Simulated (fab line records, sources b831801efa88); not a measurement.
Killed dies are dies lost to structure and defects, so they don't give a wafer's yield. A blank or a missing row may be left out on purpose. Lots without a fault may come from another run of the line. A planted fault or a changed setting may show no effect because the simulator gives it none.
A sampling plan put to the test | flow gf180mcu | one fab line, 39 faults that these records tell of, each judged on the records of the lots that it struck
The plan is the line's own looks: the steps of the route at which a gauge or an inspection reads the wafer and doesn't change it. A look can be judged if struck wafers have a number there and the file gives its usual mean and standard deviation on fault-free wafers. Caught: at a look after the fault's first step, the mean of the struck wafers lies 4 or more of those standard deviations (sigma) from the usual mean. On the tool: the same test on the tool's own readings at the fault's steps. Another recipe on the struck wafers, or a record that is blank for them alone, also counts as caught.

THE FAULTS, as the simulator had put them in
1. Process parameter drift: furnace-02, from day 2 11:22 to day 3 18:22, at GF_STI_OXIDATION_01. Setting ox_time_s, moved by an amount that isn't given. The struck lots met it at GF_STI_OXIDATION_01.
2. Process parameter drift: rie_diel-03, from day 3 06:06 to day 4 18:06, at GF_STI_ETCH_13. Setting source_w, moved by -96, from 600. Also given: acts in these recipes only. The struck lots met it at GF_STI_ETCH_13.
3. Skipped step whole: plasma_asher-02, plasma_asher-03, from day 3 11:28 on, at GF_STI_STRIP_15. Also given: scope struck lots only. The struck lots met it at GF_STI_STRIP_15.
4. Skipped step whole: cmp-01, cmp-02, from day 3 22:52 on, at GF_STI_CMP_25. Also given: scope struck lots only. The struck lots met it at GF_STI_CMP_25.
5. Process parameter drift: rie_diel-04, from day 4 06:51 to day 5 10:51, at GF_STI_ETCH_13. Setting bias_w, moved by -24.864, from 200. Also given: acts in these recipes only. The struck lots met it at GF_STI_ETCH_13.
6. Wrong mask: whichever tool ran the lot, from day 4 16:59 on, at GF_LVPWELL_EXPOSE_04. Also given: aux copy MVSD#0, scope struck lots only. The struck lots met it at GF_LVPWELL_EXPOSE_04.
7. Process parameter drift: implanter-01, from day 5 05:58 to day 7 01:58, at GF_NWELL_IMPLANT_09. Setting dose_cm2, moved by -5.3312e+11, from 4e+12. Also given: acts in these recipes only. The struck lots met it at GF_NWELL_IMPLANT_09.
8. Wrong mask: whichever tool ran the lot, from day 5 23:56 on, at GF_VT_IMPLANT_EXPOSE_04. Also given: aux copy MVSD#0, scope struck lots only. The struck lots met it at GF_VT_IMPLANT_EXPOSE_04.
9. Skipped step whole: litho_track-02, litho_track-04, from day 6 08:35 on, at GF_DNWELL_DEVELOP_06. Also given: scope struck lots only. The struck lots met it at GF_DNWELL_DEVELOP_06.
10. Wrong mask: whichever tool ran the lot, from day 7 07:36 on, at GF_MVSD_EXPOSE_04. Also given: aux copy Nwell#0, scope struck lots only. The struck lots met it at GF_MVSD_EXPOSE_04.
11. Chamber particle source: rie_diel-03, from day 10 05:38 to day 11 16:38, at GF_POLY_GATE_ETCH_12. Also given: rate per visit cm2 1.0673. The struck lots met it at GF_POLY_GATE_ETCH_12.
12. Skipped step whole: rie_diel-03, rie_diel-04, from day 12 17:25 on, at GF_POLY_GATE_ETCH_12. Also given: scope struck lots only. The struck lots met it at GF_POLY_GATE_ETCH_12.
13. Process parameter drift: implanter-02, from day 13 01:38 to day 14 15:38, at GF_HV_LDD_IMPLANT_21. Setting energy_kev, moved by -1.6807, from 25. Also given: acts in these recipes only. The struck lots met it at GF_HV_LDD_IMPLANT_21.
14. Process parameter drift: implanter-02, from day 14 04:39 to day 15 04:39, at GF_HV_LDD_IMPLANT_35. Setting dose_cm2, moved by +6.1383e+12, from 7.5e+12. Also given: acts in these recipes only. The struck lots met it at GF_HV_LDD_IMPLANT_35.
15. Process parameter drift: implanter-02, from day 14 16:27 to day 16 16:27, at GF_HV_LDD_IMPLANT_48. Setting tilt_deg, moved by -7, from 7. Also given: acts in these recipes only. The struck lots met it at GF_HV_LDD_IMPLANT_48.
16. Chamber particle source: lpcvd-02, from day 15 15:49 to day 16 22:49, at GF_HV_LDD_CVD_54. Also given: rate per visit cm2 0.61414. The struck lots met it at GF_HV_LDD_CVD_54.
17. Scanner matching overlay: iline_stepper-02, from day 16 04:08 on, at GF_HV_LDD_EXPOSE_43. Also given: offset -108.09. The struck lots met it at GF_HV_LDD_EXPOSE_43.
18. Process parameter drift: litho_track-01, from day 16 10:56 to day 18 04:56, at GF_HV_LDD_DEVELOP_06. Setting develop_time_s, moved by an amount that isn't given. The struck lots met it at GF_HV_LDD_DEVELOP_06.
19. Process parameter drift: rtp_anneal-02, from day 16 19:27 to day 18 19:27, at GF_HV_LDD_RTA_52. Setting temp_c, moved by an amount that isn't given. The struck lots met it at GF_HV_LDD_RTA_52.
20. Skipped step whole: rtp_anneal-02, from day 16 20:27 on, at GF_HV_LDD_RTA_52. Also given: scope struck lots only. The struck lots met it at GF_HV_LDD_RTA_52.
21. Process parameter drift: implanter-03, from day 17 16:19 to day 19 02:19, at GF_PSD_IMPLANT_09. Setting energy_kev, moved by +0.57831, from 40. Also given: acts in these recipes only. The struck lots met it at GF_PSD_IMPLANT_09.
22. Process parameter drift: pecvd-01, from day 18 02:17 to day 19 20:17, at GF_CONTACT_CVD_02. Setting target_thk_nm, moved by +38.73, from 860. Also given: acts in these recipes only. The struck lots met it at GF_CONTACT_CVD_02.
23. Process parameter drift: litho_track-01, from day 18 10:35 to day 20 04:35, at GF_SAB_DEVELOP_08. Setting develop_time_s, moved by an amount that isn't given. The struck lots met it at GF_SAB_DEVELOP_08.
24. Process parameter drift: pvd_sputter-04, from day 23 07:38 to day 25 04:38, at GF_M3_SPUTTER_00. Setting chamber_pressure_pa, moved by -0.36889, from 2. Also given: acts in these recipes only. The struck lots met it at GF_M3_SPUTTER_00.
25. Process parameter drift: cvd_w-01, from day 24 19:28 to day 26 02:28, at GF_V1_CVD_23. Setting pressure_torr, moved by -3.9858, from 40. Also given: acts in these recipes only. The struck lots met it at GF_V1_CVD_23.
26. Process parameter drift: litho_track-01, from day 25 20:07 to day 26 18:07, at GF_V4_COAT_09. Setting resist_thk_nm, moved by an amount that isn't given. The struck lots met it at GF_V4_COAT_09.
27. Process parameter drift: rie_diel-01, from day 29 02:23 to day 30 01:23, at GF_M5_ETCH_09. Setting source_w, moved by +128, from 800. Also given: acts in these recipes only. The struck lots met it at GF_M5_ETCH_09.
28. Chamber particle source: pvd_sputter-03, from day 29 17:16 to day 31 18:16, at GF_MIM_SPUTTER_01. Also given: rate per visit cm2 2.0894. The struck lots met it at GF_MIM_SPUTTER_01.
29. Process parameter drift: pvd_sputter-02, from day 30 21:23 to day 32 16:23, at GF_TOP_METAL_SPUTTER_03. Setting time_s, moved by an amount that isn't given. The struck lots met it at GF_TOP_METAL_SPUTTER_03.
30. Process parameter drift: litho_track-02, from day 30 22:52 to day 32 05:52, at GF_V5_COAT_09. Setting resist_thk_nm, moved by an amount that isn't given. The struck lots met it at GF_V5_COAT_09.
31. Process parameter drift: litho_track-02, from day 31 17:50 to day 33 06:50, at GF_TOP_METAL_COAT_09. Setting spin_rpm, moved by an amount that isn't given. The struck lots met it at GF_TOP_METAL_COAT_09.
32. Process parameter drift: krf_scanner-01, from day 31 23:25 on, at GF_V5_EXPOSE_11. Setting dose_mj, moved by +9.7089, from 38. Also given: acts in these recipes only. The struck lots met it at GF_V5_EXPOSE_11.
33. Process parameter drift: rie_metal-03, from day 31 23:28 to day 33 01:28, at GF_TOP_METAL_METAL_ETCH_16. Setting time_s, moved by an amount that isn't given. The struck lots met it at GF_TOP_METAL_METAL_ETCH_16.
34. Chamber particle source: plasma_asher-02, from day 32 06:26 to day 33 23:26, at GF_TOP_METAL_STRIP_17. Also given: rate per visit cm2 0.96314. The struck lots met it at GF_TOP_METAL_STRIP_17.
35. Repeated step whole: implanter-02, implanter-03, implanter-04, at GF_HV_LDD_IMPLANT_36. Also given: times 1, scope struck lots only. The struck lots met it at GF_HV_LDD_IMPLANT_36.
36. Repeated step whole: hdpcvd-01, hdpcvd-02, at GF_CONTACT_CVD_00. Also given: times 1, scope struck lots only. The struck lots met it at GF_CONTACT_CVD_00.
37. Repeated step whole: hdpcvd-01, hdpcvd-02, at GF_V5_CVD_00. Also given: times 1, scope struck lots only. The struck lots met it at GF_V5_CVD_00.
38. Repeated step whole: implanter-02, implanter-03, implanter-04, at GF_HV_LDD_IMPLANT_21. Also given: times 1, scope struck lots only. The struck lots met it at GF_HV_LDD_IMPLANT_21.
39. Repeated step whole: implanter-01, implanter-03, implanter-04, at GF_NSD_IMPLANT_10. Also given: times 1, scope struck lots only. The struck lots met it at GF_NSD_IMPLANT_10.

WHAT THE PLAN SAW
fault | on the tool itself                               | first look that catches it                      | reading, sigma                                                | median hours from its first step to that look | hours from the fault's start to the first struck lot there | judged looks passed uncaught
1     | under 2 sigma                                    | GF_STI_THK_MEAS_02                              | STI_OXIDATION_THK +16                                         | 1.4                                           | 7                                                          | 0
2     | rf_fwd_power_W -50 sigma                         | not the one look that can be judged after it    | -                                                             | -                                             | -                                                          | 1
3     | the tool's record is blank for the struck wafers | no look after it can be judged                  | -                                                             | -                                             | -                                                          | 0
4     | the tool's record is blank for the struck wafers | no look after it can be judged                  | -                                                             | -                                             | -                                                          | 0
5     | bias_w -43 sigma                                 | no look after it can be judged                  | -                                                             | -                                             | -                                                          | 0
6     | no reading that can be judged                    | GF_LVPWELL_TW_MEAS_11                           | LVPWELL_TW -66                                                | 6.5                                           | 10                                                         | 0
7     | dose_ions_cm2 -99 or beyond sigma                | GF_VT_IMPLANT_RS_MEAS_47                        | NWELL_RS +7.5                                                 | 117.1                                         | 114                                                        | 0
8     | under 2 sigma                                    | GF_VT_IMPLANT_TW_MEAS_10                        | VT_IMPLANT_TW -94                                             | 7.7                                           | 12                                                         | 0
9     | the tool's record is blank for the struck wafers | GF_DNWELL_TW_MEAS_09                            | DNWELL_TW -77                                                 | 0.8                                           | 0                                                          | 0
10    | no reading that can be judged                    | GF_MVSD_TW_MEAS_11                              | MVSD_TW -77                                                   | 7.7                                           | 10                                                         | 0
11    | under 2 sigma                                    | none of the 2 looks that can be judged after it | -                                                             | -                                             | -                                                          | 2
12    | the tool's record is blank for the struck wafers | no look after it can be judged                  | -                                                             | -                                             | -                                                          | 0
13    | beam_energy_keV -99 or beyond sigma              | no look after it can be judged                  | -                                                             | -                                             | -                                                          | 0
14    | dose_ions_cm2 +99 or beyond sigma                | GF_HV_LDD_TW_MEAS_38                            | HV_LDD_3_TW +5.5                                              | 0.4                                           | 7                                                          | 0
15    | tilt_deg -99 or beyond sigma                     | GF_HV_LDD_TW_MEAS_50                            | HV_LDD_4_TW -8.7                                              | 0.2                                           | 16                                                         | 0
16    | under 2 sigma                                    | not the one look that can be judged after it    | -                                                             | -                                             | -                                                          | 1
17    | no reading that can be judged                    | GF_HV_LDD_OVL_MEAS_47                           | HV_LDD_03_OVL -77                                             | 11.4                                          | 12                                                         | 0
18    | no reading that can be judged                    | GF_HV_LDD_CD_MEAS_07                            | cd_nm -6.1                                                    | 0.2                                           | 1                                                          | 0
19    | wafer_temp_C_max -65 sigma                       | GF_HV_LDD_RS_MEAS_53                            | HV_LDD_RS -4.0                                                | 0.1                                           | 5                                                          | 0
20    | the tool's record is blank for the struck wafers | no look after it can be judged                  | -                                                             | -                                             | -                                                          | 0
21    | beam_energy_keV +44 sigma                        | no look after it can be judged                  | -                                                             | -                                             | -                                                          | 0
22    | under 2 sigma                                    | none of the 2 looks that can be judged after it | strongest: CONTACT_CVD_02_THK at GF_CONTACT_THK_MEAS_03, +3.3 | -                                             | -                                                          | 2
23    | no reading that can be judged                    | GF_SAB_CD_MEAS_09                               | cd_nm +17                                                     | 0.1                                           | 29                                                         | 0
24    | chamber_pressure_pa -95 sigma                    | no look after it can be judged                  | -                                                             | -                                             | -                                                          | 0
25    | chamber_pressure_Torr -40 sigma                  | GF_V1_RS_MEAS_24                                | V1_W_RS +8.0                                                  | 0.1                                           | 1                                                          | 0
26    | no reading that can be judged                    | not the one look that can be judged after it    | -                                                             | -                                             | -                                                          | 1
27    | rf_fwd_power_W +29 sigma                         | no look after it can be judged                  | -                                                             | -                                             | -                                                          | 0
28    | under 2 sigma                                    | none of the 2 looks that can be judged after it | -                                                             | -                                             | -                                                          | 2
29    | under 2 sigma                                    | no look after it can be judged                  | -                                                             | -                                             | -                                                          | 0
30    | no reading that can be judged                    | not the one look that can be judged after it    | -                                                             | -                                             | -                                                          | 1
31    | spin_speed_rpm -57 sigma                         | no look after it can be judged                  | -                                                             | -                                             | -                                                          | 0
32    | exposure_dose_mJ_cm2 +99 or beyond sigma         | GF_V5_CD_MEAS_14                                | cd_nm +28                                                     | 8.3                                           | 13                                                         | 0
33    | run_length_s +19 sigma                           | no look after it can be judged                  | -                                                             | -                                             | -                                                          | 0
34    | under 2 sigma                                    | no look after it can be judged                  | -                                                             | -                                             | -                                                          | 0
35    | under 2 sigma                                    | GF_HV_LDD_TW_MEAS_38                            | HV_LDD_3_TW +8.0                                              | 0.6                                           | -                                                          | 0
36    | under 2 sigma                                    | GF_CONTACT_THK_MEAS_01                          | CONTACT_CVD_00_THK +93                                        | 0.3                                           | -                                                          | 0
37    | no reading that can be judged                    | GF_V5_THK_MEAS_01                               | V5_CVD_00_THK +76                                             | 0.3                                           | -                                                          | 0
38    | no reading that can be judged                    | GF_HV_LDD_TW_MEAS_23                            | HV_LDD_2_TW +17                                               | 0.6                                           | -                                                          | 0
39    | under 2 sigma                                    | GF_PSD_RS_MEAS_14                               | NSD_RS -62                                                    | 24.0                                          | -                                                          | 0
A dash: the fault isn't caught, or these records don't give the number.

Caught at a look: 19 of 39. Caught on the tool: 19 of 39. By one or the other: 31 of 39.
Caught on the tool alone: faults 2, 3, 4, 5, 12, 13, 20, 21, 24, 27, 31, 33.
Caught at a look alone: faults 1, 6, 8, 10, 17, 18, 23, 35, 36, 37, 38, 39.
Caught by neither: faults 11, 16, 22, 26, 28, 29, 30, 34.

THINNER SAMPLING
If the look that catches a fault measured only every second or every third lot, by lot number, the first struck lot would be measured this late in the worst case:
fault | struck lots at that look, in order of time | every lot | every second lot | every third lot
1     | L653, L656, L657                           | 7 h       | 21 h             | may miss all 3
6     | L822                                       | 10 h      | may miss it      | may miss it
7     | L381, L388                                 | 114 h     | 166 h            | may miss all 2
8     | L101                                       | 12 h      | may miss it      | may miss it
9     | L626, L627, L628                           | 0 h       | 6 h              | 10 h
10    | L864                                       | 10 h      | may miss it      | may miss it
14    | L616, L618                                 | 7 h       | may miss all 2   | may miss all 2
15    | L982, L985                                 | 16 h      | 46 h             | may miss all 2
17    | L609, L610, L611, L612                     | 12 h      | 20 h             | 27 h
18    | L706, L707                                 | 1 h       | 8 h              | may miss all 2
19    | L487, L488, L489                           | 5 h       | 12 h             | 26 h
23    | L835                                       | 29 h      | may miss it      | may miss it
25    | L467, L469                                 | 1 h       | may miss all 2   | may miss all 2
32    | L864, L865                                 | 13 h      | 15 h             | may miss all 2
Hours are from the fault's start to the first struck lot that is measured. The limit of 4 sigma was tested on all struck wafers together, so one lot alone may lie under it. Other struck lots may not be in these records.

THE LONGEST TIMED WAY FROM STEP TO LOOK
Fault 7: a median of 117.1 hours passes between GF_NWELL_IMPLANT_09 and GF_VT_IMPLANT_RS_MEAS_47. No look between them can be judged.
